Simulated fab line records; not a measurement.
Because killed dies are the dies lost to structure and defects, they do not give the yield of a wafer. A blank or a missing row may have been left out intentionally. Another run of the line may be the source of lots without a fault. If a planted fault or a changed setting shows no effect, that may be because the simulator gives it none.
fab line records    flow gf180mcu    part 1 of 2: steps 1 to 36 of 50
record: lots: 5  wafers: 15  last-day: 33
route steps=602 shown MVSD@76 MVPSD@78 VT_IMPLANT@90
lots that met no fault: taken from a fault-free run of the same line
start-h: the number of hours between the record's first day and the start of the first shown wafer of the lot    wait-h: how many hours have passed since the lot's step before this one    " unchanged from the row above    L1.1+2: a single row standing in for several wafers    - no value, or no start given    * or withheld: withheld    < > ~ a bound
route shown NAME@n: names a module that has steps shown in the file, with the first one's number in the route    usual: mean/standard deviation of fault-free wafers    same: alike in all rows    chamber/n: place in a boat    sites: readings site by site    _std_site: the values' standard deviation    _edge_site: mean of outer sites minus mean of inner sites    radius-mm: for every site, how far away it sits from the centre of the wafer    mask NAME#n: copy n    behind: the last tool/chamber to shape the wafer    hold: the reason the lot was held/the length of the hold in hours/how it ended    device: whichever transistor did not switch (one of n, p or np)    end of line: at the end of the route, the tests of the same wafers    for a step that has no rows: nothing shown but its recipe    killed: the dies lost at the first sort to structure and to defects; this is not the yield of the wafer    map: shows each die of a wafer: x if killed, . if not, _ if none is there
set.NAME: the setting as run; set.NAME@STEP: as run at that earlier step    model.NAME: the simulator's own value behind a step, which no gauge read
lots at some steps of the route; a table a step, a row a wafer
services: the hour from which a tool's chamber was out of use, counted from the record's first day as start-h (under 0 if before that day), plus the number of hours and why
== steps ==
step: GF_MVSD_STRIP_10
recipe: chemistry: O2/N2  power-w: 1400  pressure-mtorr: 1500  platen-temp-c: 250  o2-flow-sccm: 3000  n2-flow-sccm: 300  overash-fraction: 0.5
usual: drypump-motor-current-A: 6.03/0.24  heater-power-w: 316/36  oes-product-au: 0.722/0.0047  strip-time-to-endpoint-s: 36.94/0.11
lot.wafer  tool             chamber  start-h  wait-h  drypump-motor-current-A  heater-power-w  oes-product-au  rf-hours-counter-h  strip-time-to-endpoint-s
L074.1     plasma-asher-03  0        84.16    0.1     6.10                     368             0.730           44                  37.08
L074.3     "                1        "        "       6.12                     342             0.721           -                   37.02
L074.4     "                0        "        "       6.13                     364             0.719           -                   36.91
L077.1     plasma-asher-04  1        99.88    0.1     6.14                     260             0.717           46                  37.03
L077.3     "                1        "        "       6.15                     256             0.732           -                   36.97
L077.6     "                1        "        "       6.13                     259             0.722           -                   36.94
L079.1     plasma-asher-02  1        111.74   0.1     5.49                     336             0.721           42                  37.08
L079.3     "                1        "        "       5.51                     335             0.721           -                   37.04
L079.4     "                0        "        "       6.27                     302             0.721           -                   36.94
L085.3     plasma-asher-03  1        153.09   0.1     6.15                     333             0.729           -                   36.86
L085.4     "                0        "        "       6.10                     371             0.718           -                   36.82
L085.6     "                1        "        "       6.14                     350             0.720           -                   36.86
L092.2     plasma-asher-04  0        189.14   0.1     5.91                     289             0.717           8                   37.06
L092.5     "                0        "        "       5.94                     286             0.719           -                   36.95
L092.6     "                1        "        "       6.21                     263             0.722           -                   36.95
step: GF_MVSD_TW_MEAS_11
usual: MVSD_TW: 1578/11
lot.wafer  tool           chamber  start-h  wait-h  MVSD_TW
L074.1     film-metro-04  -        84.26    0.1     1564
L074.3     "              -        "        "       1567
L074.4     "              -        "        "       1559
L077.1     film-metro-01  -        99.98    0.1     1603
L077.3     "              -        "        "       1599
L077.6     "              -        "        "       1599
L079.1     film-metro-04  -        111.84   0.1     1565
L079.3     "              -        "        "       1564
L079.4     "              -        "        "       1572
L085.3     film-metro-04  -        153.18   0.1     1565
L085.4     "              -        "        "       1571
L085.6     "              -        "        "       1562
L092.2     film-metro-04  -        189.25   0.1     1573
L092.5     "              -        "        "       1573
L092.6     "              -        "        "       1571
step: GF_MVPSD_DEHYDRATE_00
recipe: temp-c: 200  time-s: 60
lot.wafer   tool            chamber  start-h  wait-h
L074.1+3+4  litho-track-02  0        90.32    6.1
L077.1+3+6  litho-track-02  0        106.32   6.3
L079.1+3+4  litho-track-02  0        118.77   6.9
L085.3+4+6  litho-track-01  0        160.25   7.1
L092.2+5+6  litho-track-01  0        196.82   7.6
step: GF_MVPSD_HMDS_01
recipe: prime-time-s: 60  prime-temp-c: 120
lot.wafer   tool            chamber  start-h  wait-h
L074.1+3+4  litho-track-02  0        90.47    0.1
L077.1+3+6  litho-track-02  0        106.47   0.1
L079.1+3+4  litho-track-02  0        118.92   0.1
L085.3+4+6  litho-track-01  0        160.40   0.1
L092.2+5+6  litho-track-01  0        196.97   0.1
step: GF_MVPSD_COAT_02
recipe: spin-rpm: 2000  resist-thk-nm: 3000
lot.wafer   tool            chamber  start-h  wait-h
L074.1+3+4  litho-track-02  0        90.62    0.1
L077.1+3+6  litho-track-02  0        106.62   0.1
L079.1+3+4  litho-track-02  0        119.07   0.1
L085.3+4+6  litho-track-01  0        160.55   0.1
L092.2+5+6  litho-track-01  0        197.12   0.1
step: GF_MVPSD_SOFTBAKE_03
recipe: temp-c: 110  time-s: withheld
lot.wafer   tool            chamber  start-h  wait-h
L074.1+3+4  litho-track-02  0        90.77    0.1
L077.1+3+6  litho-track-02  0        106.77   0.1
L079.1+3+4  litho-track-02  0        119.22   0.1
L085.3+4+6  litho-track-01  0        160.71   0.1
L092.2+5+6  litho-track-01  0        197.28   0.1
step: GF_MVPSD_EXPOSE_04
recipe: mask-id: MVPSD  target-cd-nm: 1000  na: 0.6  source-shape: conventional  sigma-outer: 0.6  dose-mj: 260
lot.wafer   tool              chamber  start-h  wait-h  mask
L074.1+3+4  iline-stepper-01  0        -        -       MVPSD#0
L077.1+3+6  iline-stepper-02  0        -        -       MVPSD#0
L079.1+3+4  iline-stepper-01  0        -        -       MVPSD#0
L085.3+4+6  iline-stepper-02  0        -        -       MVPSD#0
L092.2+5+6  iline-stepper-02  0        -        -       MVPSD#0
step: GF_MVPSD_PEB_05
recipe: temp-c: 115  time-s: withheld
lot.wafer   tool            chamber  start-h  wait-h
L074.1+3+4  litho-track-04  0        -        -
L077.1+3+6  litho-track-02  0        -        -
L079.1+3+4  litho-track-04  0        -        -
L085.3+4+6  litho-track-01  0        -        -
L092.2+5+6  litho-track-01  0        -        -
step: GF_MVPSD_DEVELOP_06
recipe: wall-angle-deg: 90  develop-time-s: 60  dev-temp-c: 23
lot.wafer   tool            chamber  start-h  wait-h
L074.1+3+4  litho-track-04  0        -        -
L077.1+3+6  litho-track-02  0        -        -
L079.1+3+4  litho-track-04  0        -        -
L085.3+4+6  litho-track-01  0        -        -
L092.2+5+6  litho-track-01  0        -        -
step: GF_MVPSD_OVL_MEAS_07
usual: MVPSD_OVL: 0.0/1.3
lot.wafer  tool        chamber  start-h  wait-h  MVPSD_OVL[nm]
L074.1     overlay-02  -        97.15    -       -1.5
L074.3     "           -        "        "       -0.7
L074.4     "           -        "        "       -1.1
L077.1     overlay-01  -        113.87   -       0.4
L077.3     "           -        "        "       1.6
L077.6     "           -        "        "       1.4
L079.1     overlay-01  -        126.60   -       -0.6
L079.3     "           -        "        "       -0.1
L079.4     "           -        "        "       0.0
L085.3     overlay-02  -        169.21   -       -1.2
L085.4     "           -        "        "       -1.3
L085.6     "           -        "        "       -0.4
L092.2     overlay-01  -        205.20   -       -0.9
L092.5     "           -        "        "       -1.1
L092.6     "           -        "        "       -0.8
step: GF_MVPSD_IMPLANT_08
recipe: species: B  energy-kev: 170  dose-cm2: 1.5e+13  tilt-deg: 0
lot.wafer   tool          chamber  start-h  wait-h
L074.1+3+4  implanter-03  0        97.19    0.0
L077.1+3+6  implanter-03  0        113.91   0.0
L079.1+3+4  implanter-04  0        126.64   0.0
L085.3+4+6  implanter-01  0        169.28   0.1
L092.2+5+6  implanter-01  0        205.26   0.0
step: GF_MVPSD_IMPLANT_09
recipe: species: B  energy-kev: 40  dose-cm2: 5e+12  tilt-deg: 0
lot.wafer   tool          chamber  start-h  wait-h
L074.1+3+4  implanter-03  0        97.34    0.1
L077.1+3+6  implanter-03  0        114.06   0.1
L079.1+3+4  implanter-04  0        126.79   0.1
L085.3+4+6  implanter-01  0        169.43   0.1
L092.2+5+6  implanter-01  0        205.41   0.1
step: GF_MVPSD_STRIP_10
recipe: chemistry: O2/N2  power-w: 1400  pressure-mtorr: 1500  platen-temp-c: 250  o2-flow-sccm: 3000  n2-flow-sccm: 300  overash-fraction: 0.5
usual: drypump-motor-current-A: 6.14/0.15  heater-power-w: 322/35  oes-product-au: 0.723/0.0046  strip-time-to-endpoint-s: 36.93/0.096
lot.wafer  tool             chamber  start-h  wait-h  drypump-motor-current-A  heater-power-w  oes-product-au  rf-hours-counter-h  strip-time-to-endpoint-s
L074.1     plasma-asher-03  1        97.49    0.1     6.13                     333             0.724           45                  36.93
L074.3     "                1        "        "       6.15                     347             0.722           -                   36.88
L074.4     "                0        "        "       6.08                     362             0.724           -                   36.91
L077.1     plasma-asher-03  0        114.21   0.1     6.10                     361             0.720           47                  37.00
L077.3     "                1        "        "       6.16                     341             0.726           -                   36.95
L077.6     "                0        "        "       6.11                     370             0.717           -                   36.95
L079.1     plasma-asher-01  0        126.94   0.1     6.49                     329             0.723           34                  36.83
L079.3     "                1        "        "       6.01                     310             0.720           -                   37.00
L079.4     "                0        "        "       6.48                     320             0.720           -                   36.96
L085.3     plasma-asher-03  0        169.57   0.1     6.09                     363             0.713           -                   36.94
L085.4     "                1        "        "       6.13                     340             0.731           -                   36.99
L085.6     "                1        "        "       6.16                     349             0.719           -                   36.98
L092.2     plasma-asher-01  0        205.53   0.1     6.50                     319             0.718           43                  36.94
L092.5     "                1        "        "       6.04                     313             0.721           -                   36.95
L092.6     "                0        "        "       6.50                     325             0.732           -                   36.91
step: GF_MVPSD_TW_MEAS_11
usual: MVPSD_TW: 554/4
lot.wafer  tool           chamber  start-h  wait-h  MVPSD_TW
L074.1     film-metro-02  -        97.59    0.1     551
L074.3     "              -        "        "       550
L074.4     "              -        "        "       556
L077.1     film-metro-01  -        114.31   0.1     564
L077.3     "              -        "        "       559
L077.6     "              -        "        "       559
L079.1     film-metro-04  -        127.04   0.1     547
L079.3     "              -        "        "       548
L079.4     "              -        "        "       546
L085.3     film-metro-01  -        169.65   0.1     558
L085.4     "              -        "        "       560
L085.6     "              -        "        "       557
L092.2     film-metro-02  -        205.64   0.1     552
L092.5     "              -        "        "       554
L092.6     "              -        "        "       553
step: GF_VT_IMPLANT_DEHYDRATE_00
recipe: temp-c: 200  time-s: 60
lot.wafer   tool            chamber  start-h  wait-h
L074.1+3+4  litho-track-03  0        103.67   6.1
L077.1+3+6  litho-track-04  0        120.95   6.6
L079.1+3+4  litho-track-02  0        133.67   6.6
L085.3+4+6  litho-track-04  0        177.40   7.7
L092.2+5+6  litho-track-03  0        214.29   8.6
step: GF_VT_IMPLANT_HMDS_01
recipe: prime-time-s: 60  prime-temp-c: 120
lot.wafer   tool            chamber  start-h  wait-h
L074.1+3+4  litho-track-03  0        103.82   0.1
L077.1+3+6  litho-track-04  0        121.10   0.1
L079.1+3+4  litho-track-02  0        133.82   0.1
L085.3+4+6  litho-track-04  0        177.55   0.1
L092.2+5+6  litho-track-03  0        214.44   0.1
step: GF_VT_IMPLANT_COAT_02
recipe: resist: NOVOLAK  spin-rpm: 3000  resist-thk-nm: 1000
lot.wafer   tool            chamber  start-h  wait-h
L074.1+3+4  litho-track-03  0        103.97   0.1
L077.1+3+6  litho-track-04  0        121.25   0.1
L079.1+3+4  litho-track-02  0        133.97   0.1
L085.3+4+6  litho-track-04  0        177.70   0.1
L092.2+5+6  litho-track-03  0        214.59   0.1
step: GF_VT_IMPLANT_SOFTBAKE_03
recipe: temp-c: 90  time-s: 60  resist: NOVOLAK
lot.wafer   tool            chamber  start-h  wait-h
L074.1+3+4  litho-track-03  0        104.12   0.1
L077.1+3+6  litho-track-04  0        121.40   0.1
L079.1+3+4  litho-track-02  0        134.12   0.1
L085.3+4+6  litho-track-04  0        177.85   0.1
L092.2+5+6  litho-track-03  0        214.74   0.1
step: GF_VT_IMPLANT_EXPOSE_04
recipe: mask-id: LVPWELL_LV_AREA  target-cd-nm: 600  na: 0.6  source-shape: conventional  sigma-outer: 0.6  dose-mj: 140
lot.wafer   tool              chamber  start-h  wait-h  mask
L074.1+3+4  iline-stepper-01  0        -        -       LVPWELL_LV_AREA#0
L077.1+3+6  iline-stepper-02  0        -        -       LVPWELL_LV_AREA#0
L079.1+3+4  iline-stepper-01  0        -        -       LVPWELL_LV_AREA#0
L085.3+4+6  iline-stepper-01  0        -        -       LVPWELL_LV_AREA#0
L092.2+5+6  iline-stepper-01  0        -        -       LVPWELL_LV_AREA#0
step: GF_VT_IMPLANT_PEB_05
recipe: temp-c: withheld  time-s: *  resist: NOVOLAK
lot.wafer   tool            chamber  start-h  wait-h
L074.1+3+4  litho-track-03  0        -        -
L077.1+3+6  litho-track-03  0        -        -
L079.1+3+4  litho-track-02  0        -        -
L085.3+4+6  litho-track-02  0        -        -
L092.2+5+6  litho-track-04  0        -        -
step: GF_VT_IMPLANT_DEVELOP_06
recipe: develop-time-s: 60  dev-temp-c: 23
lot.wafer   tool            chamber  start-h  wait-h
L074.1+3+4  litho-track-03  0        111.02   0.1
L077.1+3+6  litho-track-03  0        128.47   0.1
L079.1+3+4  litho-track-02  0        141.37   0.1
L085.3+4+6  litho-track-02  0        185.47   0.1
L092.2+5+6  litho-track-04  0        223.53   0.1
step: GF_VT_IMPLANT_OVL_MEAS_07
usual: VT_IMPLANT_OVL: 0.0/1.4
lot.wafer  tool        chamber  start-h  wait-h  VT_IMPLANT_OVL[nm]
L074.1     overlay-02  -        111.17   0.1     3.4
L074.3     "           -        "        "       2.9
L074.4     "           -        "        "       2.2
L077.1     overlay-01  -        128.62   0.1     -1.9
L077.3     "           -        "        "       -1.1
L077.6     "           -        "        "       -1.5
L079.1     overlay-01  -        141.52   0.1     -0.1
L079.3     "           -        "        "       0.2
L079.4     "           -        "        "       -0.2
L085.3     overlay-01  -        185.58   0.1     3.1
L085.4     "           -        "        "       2.1
L085.6     "           -        "        "       3.0
L092.2     overlay-02  -        223.66   0.1     -1.0
L092.5     "           -        "        "       -2.1
L092.6     "           -        "        "       -1.6
step: GF_VT_IMPLANT_IMPLANT_08
recipe: species: BF2  energy-kev: 20  dose-cm2: 8.29e+12  tilt-deg: 7
lot.wafer   tool          chamber  start-h  wait-h
L074.1+3+4  implanter-03  0        111.21   0.0
L077.1+3+6  implanter-04  0        128.66   0.0
L079.1+3+4  implanter-04  0        141.56   0.0
L085.3+4+6  implanter-04  0        185.65   0.1
L092.2+5+6  implanter-03  0        223.71   0.0
step: GF_VT_IMPLANT_STRIP_09
recipe: chemistry: O2/N2  power-w: 1400  pressure-mtorr: 1500  platen-temp-c: 250  o2-flow-sccm: 3000  n2-flow-sccm: 300  overash-fraction: 0.5
usual: drypump-motor-current-A: 6.1/0.32  heater-power-w: 307/21  oes-product-au: 0.715/0.0045  strip-time-to-endpoint-s: 12.63/0.031
lot.wafer  tool             chamber  start-h  wait-h  drypump-motor-current-A  heater-power-w  oes-product-au  rf-hours-counter-h  strip-time-to-endpoint-s
L074.1     plasma-asher-01  1        111.36   0.1     6.1                      314             0.722           33                  12.65
L074.3     "                1        "        "       6.0                      319             0.722           -                   12.68
L074.4     "                0        "        "       6.5                      327             0.711           -                   12.66
L077.1     plasma-asher-04  1        128.81   0.1     6.2                      266             0.710           1                   12.67
L077.3     "                1        "        "       6.2                      271             0.717           -                   12.63
L077.6     "                0        "        "       6.0                      279             0.713           -                   12.62
L079.1     plasma-asher-02  0        141.71   0.1     6.3                      304             0.720           45                  12.59
L079.3     "                1        "        "       5.4                      335             0.717           -                   12.62
L079.4     "                0        "        "       6.3                      302             0.719           -                   12.62
L085.3     plasma-asher-04  1        185.79   0.1     6.2                      269             0.717           -                   12.64
L085.4     "                0        "        "       6.0                      280             0.717           -                   12.60
L085.6     "                1        "        "       6.2                      261             0.722           -                   12.65
L092.2     plasma-asher-04  1        223.84   0.1     6.2                      265             0.717           11                  12.59
L092.5     "                0        "        "       6.0                      280             0.712           -                   12.62
L092.6     "                1        "        "       6.2                      269             0.716           -                   12.60
step: GF_VT_IMPLANT_TW_MEAS_10
usual: VT_IMPLANT_TW: 564.0/2.8
lot.wafer  tool           chamber  start-h  wait-h  VT_IMPLANT_TW
L074.1     film-metro-03  -        111.46   0.1     560.1
L074.3     "              -        "        "       559.5
L074.4     "              -        "        "       559.2
L077.1     film-metro-01  -        128.91   0.1     568.9
L077.3     "              -        "        "       567.6
L077.6     "              -        "        "       569.9
L079.1     film-metro-03  -        141.81   0.1     558.9
L079.3     "              -        "        "       561.6
L079.4     "              -        "        "       560.6
L085.3     film-metro-03  -        185.87   0.1     565.8
L085.4     "              -        "        "       562.2
L085.6     "              -        "        "       565.2
L092.2     film-metro-01  -        223.95   0.1     561.1
L092.5     "              -        "        "       567.7
L092.6     "              -        "        "       567.1
step: GF_VT_IMPLANT_DEHYDRATE_11
recipe: temp-c: 200  time-s: 60
lot.wafer   tool            chamber  start-h  wait-h
L074.1+3+4  litho-track-04  0        118.25   6.8
L077.1+3+6  litho-track-02  0        135.32   6.4
L079.1+3+4  litho-track-04  0        149.10   7.3
L085.3+4+6  litho-track-02  0        194.22   8.3
L092.2+5+6  litho-track-03  0        232.39   8.4
step: GF_VT_IMPLANT_HMDS_12
recipe: prime-time-s: 60  prime-temp-c: 120
lot.wafer   tool            chamber  start-h  wait-h
L074.1+3+4  litho-track-04  0        118.40   0.1
L077.1+3+6  litho-track-02  0        135.47   0.1
L079.1+3+4  litho-track-04  0        149.25   0.1
L085.3+4+6  litho-track-02  0        194.37   0.1
L092.2+5+6  litho-track-03  0        232.54   0.1
step: GF_VT_IMPLANT_COAT_13
recipe: resist: NOVOLAK  spin-rpm: 3000  resist-thk-nm: 1000
lot.wafer   tool            chamber  start-h  wait-h
L074.1+3+4  litho-track-04  0        118.55   0.1
L077.1+3+6  litho-track-02  0        135.62   0.1
L079.1+3+4  litho-track-04  0        149.40   0.1
L085.3+4+6  litho-track-02  0        194.52   0.1
L092.2+5+6  litho-track-03  0        232.69   0.1
step: GF_VT_IMPLANT_SOFTBAKE_14
recipe: temp-c: 90  time-s: 60  resist: NOVOLAK
lot.wafer   tool            chamber  start-h  wait-h
L074.1+3+4  litho-track-04  0        118.70   0.1
L077.1+3+6  litho-track-02  0        135.77   0.1
L079.1+3+4  litho-track-04  0        149.55   0.1
L085.3+4+6  litho-track-02  0        194.67   0.1
L092.2+5+6  litho-track-03  0        232.84   0.1
step: GF_VT_IMPLANT_EXPOSE_15
recipe: mask-id: Nwell_LV_AREA  target-cd-nm: 860  na: 0.6  source-shape: conventional  sigma-outer: 0.6  dose-mj: 140
lot.wafer   tool              chamber  start-h  wait-h  mask
L074.1+3+4  iline-stepper-01  0        -        -       Nwell_LV_AREA#0
L077.1+3+6  iline-stepper-01  0        -        -       Nwell_LV_AREA#0
L079.1+3+4  iline-stepper-01  0        -        -       Nwell_LV_AREA#0
L085.3+4+6  iline-stepper-01  0        -        -       Nwell_LV_AREA#0
L092.2+5+6  iline-stepper-01  0        -        -       Nwell_LV_AREA#0
step: GF_VT_IMPLANT_PEB_16
recipe: temp-c: withheld  time-s: *  resist: NOVOLAK
lot.wafer   tool            chamber  start-h  wait-h
L074.1+3+4  litho-track-04  0        -        -
L077.1+3+6  litho-track-04  0        -        -
L079.1+3+4  litho-track-04  0        -        -
L085.3+4+6  litho-track-02  0        -        -
L092.2+5+6  litho-track-02  0        -        -
step: GF_VT_IMPLANT_DEVELOP_17
recipe: develop-time-s: 60  dev-temp-c: 23
lot.wafer   tool            chamber  start-h  wait-h
L074.1+3+4  litho-track-04  0        125.45   0.1
L077.1+3+6  litho-track-04  0        143.45   0.1
L079.1+3+4  litho-track-04  0        156.80   0.1
L085.3+4+6  litho-track-02  0        202.47   0.1
L092.2+5+6  litho-track-02  0        241.59   0.1
step: GF_VT_IMPLANT_OVL_MEAS_18
usual: VT_IMPLANT_01_OVL: 1.4/1.5
lot.wafer  tool        chamber  start-h  wait-h  VT_IMPLANT_01_OVL[nm]
L074.1     overlay-01  -        125.60   0.1     1.3
L074.3     "           -        "        "       1.7
L074.4     "           -        "        "       0.4
L077.1     overlay-02  -        143.60   0.1     -0.5
L077.3     "           -        "        "       0.5
L077.6     "           -        "        "       0.6
L079.1     overlay-02  -        156.95   0.1     3.1
L079.3     "           -        "        "       0.5
L079.4     "           -        "        "       2.4
L085.3     overlay-02  -        202.58   0.1     2.6
L085.4     "           -        "        "       0.6
L085.6     "           -        "        "       1.6
L092.2     overlay-01  -        241.72   0.1     2.8
L092.5     "           -        "        "       3.4
L092.6     "           -        "        "       3.6
step: GF_VT_IMPLANT_IMPLANT_19
recipe: species: As  energy-kev: 100  dose-cm2: 4.35e+12  tilt-deg: 7
lot.wafer   tool          chamber  start-h  wait-h
L074.1+3+4  implanter-03  0        125.64   0.0
L077.1+3+6  implanter-04  0        143.64   0.0
L079.1+3+4  implanter-02  0        156.99   0.0
L085.3+4+6  implanter-02  0        202.65   0.1
L092.2+5+6  implanter-03  0        241.78   0.0
step: GF_VT_IMPLANT_STRIP_20
recipe: chemistry: O2/N2  power-w: 1400  pressure-mtorr: 1500  platen-temp-c: 250  o2-flow-sccm: 3000  n2-flow-sccm: 300  overash-fraction: 0.5
usual: drypump-motor-current-A: 6.0/0.34  heater-power-w: 305/24  oes-product-au: 0.716/0.0047  strip-time-to-endpoint-s: 12.63/0.034
lot.wafer  tool             chamber  start-h  wait-h  drypump-motor-current-A  heater-power-w  oes-product-au  rf-hours-counter-h  strip-time-to-endpoint-s
L074.1     plasma-asher-02  0        125.79   0.1     6.3                      298             0.720           43                  12.66
L074.3     "                1        "        "       5.5                      334             0.717           -                   12.62
L074.4     "                0        "        "       6.3                      299             0.721           -                   12.62
L077.1     plasma-asher-01  0        143.79   0.1     6.5                      325             0.713           36                  12.69
L077.3     "                0        "        "       6.5                      316             0.723           -                   12.62
L077.6     "                1        "        "       6.0                      311             0.713           -                   12.63
L079.1     plasma-asher-02  1        157.14   0.1     5.5                      336             0.717           47                  12.58
L079.3     "                0        "        "       6.3                      302             0.712           -                   12.59
L079.4     "                1        "        "       5.5                      335             0.708           -                   12.54
L085.3     plasma-asher-04  1        202.79   0.1     6.2                      267             0.715           -                   12.63
L085.4     "                0        "        "       6.0                      283             0.718           -                   12.63
L085.6     "                1        "        "       6.1                      263             0.717           -                   12.61
L092.2     plasma-asher-02  0        241.90   0.1     6.2                      302             0.721           54                  12.60
L092.5     "                1        "        "       5.5                      325             0.710           -                   12.57
L092.6     "                0        "        "       6.2                      295             0.712           -                   12.57
step: GF_VT_IMPLANT_TW_MEAS_21
usual: VT_IMPLANT_2_TW: 1217/5.9
lot.wafer  tool           chamber  start-h  wait-h  VT_IMPLANT_2_TW
L074.1     film-metro-03  -        125.89   0.1     1209
L074.3     "              -        "        "       1208
L074.4     "              -        "        "       1213
L077.1     film-metro-01  -        143.89   0.1     1229
L077.3     "              -        "        "       1222
L077.6     "              -        "        "       1226
L079.1     film-metro-03  -        157.24   0.1     1220
L079.3     "              -        "        "       1212
L079.4     "              -        "        "       1211
L085.3     film-metro-02  -        202.87   0.1     1219
L085.4     "              -        "        "       1202
L085.6     "              -        "        "       1215
L092.2     film-metro-01  -        242.01   0.1     1219
L092.5     "              -        "        "       1220
L092.6     "              -        "        "       1226
